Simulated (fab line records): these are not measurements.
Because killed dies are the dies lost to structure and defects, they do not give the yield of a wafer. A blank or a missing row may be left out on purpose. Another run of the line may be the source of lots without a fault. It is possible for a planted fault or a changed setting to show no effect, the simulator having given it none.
Problem report, 8D (eight disciplines) form, completed by code | flow sky130 | the parts of the form that need people (team, actions taken, sign-off) are left out

1. PROBLEM STATEMENT
LI_CONTACT_W_RS at SKY_LI_CONTACT_RS_MEAS_22 reads a mean of 0.271 ohm/sq on 1 wafer of 1 lot; wafers without a fault read 0.287 ohm/sq with a standard deviation of 0.0032. That is -5.0 standard deviations from the usual mean.
The step: measures by four-point-probe.
Seen first at day 32 22:07 on filmMetro-04, wafer L583.2. Wafers with a number at this step in the record: 36, from 12 lots. By rule, "out" or "out of limits" means more than 4 standard deviations away from the usual mean. Any other wafer with a number is counted as sound.

2. WHAT IT IS, WHAT IT ISN'T
question                    | is                | is not
which readings at this step | LI_CONTACT_W_RS   | -
which lots                  | L583              | L569, L570, L572, L573, L574, L575, L577, L579, L580, L590, L592
which wafers of those lots  | L583.2            | L583.1, L583.5
read on which gauges        | filmMetro-04      | filmMetro-02, filmMetro-03
when                        | from day 32 22:07 | up to then (29 sound wafers); but 6 sound wafers of L590, L592 came after

3. THE SUSPECTS, EACH WITH WHAT RULES IT OUT
Counting: if a tool at a process step up to the reading ran every lot that is out, it stays a suspect. Sound lots after the first of them don't rule it out here, since some wafers of a struck lot are sound.
- the gauge at SKY_LI_CONTACT_RS_MEAS_22: kept. All the wafers that are out were read on filmMetro-04, and no step on other tools shows them out.
- rieDiel-03 at SKY_POLY_CUT_ETCH_11 (etches Si3N4 in CF4/CH2F2/Ar, stops on poly-Si, time 42.5 s, target depth 60 nm): kept. It ran the lot that is out, L583 (day 28 09:25); its last sound lot up to then is L575 (day 25 19:27).
- cvdW-01 at SKY_LI_CONTACT_CVD_21 (deposits W, target thk 400 nm, time 120.56 s): kept. It ran the lot that is out, L583 (day 32 21:59); its last sound lot up to then is L574 (day 30 11:29).
- At SKY_POLY_CUT_ETCH_11 on rieDiel-03, chamber 2 took the sound wafers of the same lots and chamber 1 took the wafers that are out.
- At SKY_LI_CONTACT_CVD_21 on cvdW-01, chamber 1 took the sound wafers of the same lots and chamber 0 took the wafers that are out.
The count leaves rieDiel-03 at SKY_POLY_CUT_ETCH_11, cvdW-01 at SKY_LI_CONTACT_CVD_21, and filmMetro-04 at SKY_LI_CONTACT_RS_MEAS_22.

4. THE CAUSE (what the simulator had put in)
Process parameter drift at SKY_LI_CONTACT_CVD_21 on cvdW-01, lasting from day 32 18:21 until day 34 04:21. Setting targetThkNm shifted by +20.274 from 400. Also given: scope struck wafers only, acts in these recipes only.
Counting leaves 3 suspects; this tool is one of them.

5. THE CHAIN OF EFFECTS, in route order
Rows list readings where the struck wafers' mean (over those with a number) sits beyond 3 standard deviations from the usual. Scope: only readings with a usual standard deviation given in the record; hours: median across lots of the time from each lot's start at the first step in this table that gives one to its start at this step; sigmas: change in usual standard deviations.
hours | step                      | reading         | usual        | on struck wafers | change | sigmas
0     | SKY_LI_CONTACT_RS_MEAS_22 | LI_CONTACT_W_RS | 0.287 ohm/sq | 0.271            | -0.016 | -5.0

6. HOW IT WOULD HAVE BEEN CAUGHT EARLIER
The first out-of-limits reading at a measuring or inspecting step in this record came at day 32 22:07, 4 hours after the fault's start at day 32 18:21.
Tool readings at SKY_LI_CONTACT_CVD_21 with a usual standard deviation given in the record: none out on any struck wafer, hence no alarm at a limit of 4 standard deviations on them.
Each of the lots that are out, 1 in all, had begun SKY_LI_CONTACT_CVD_21 on cvdW-01 no later than day 32 22:07. None of them would have been spared by holding the tool at that moment.
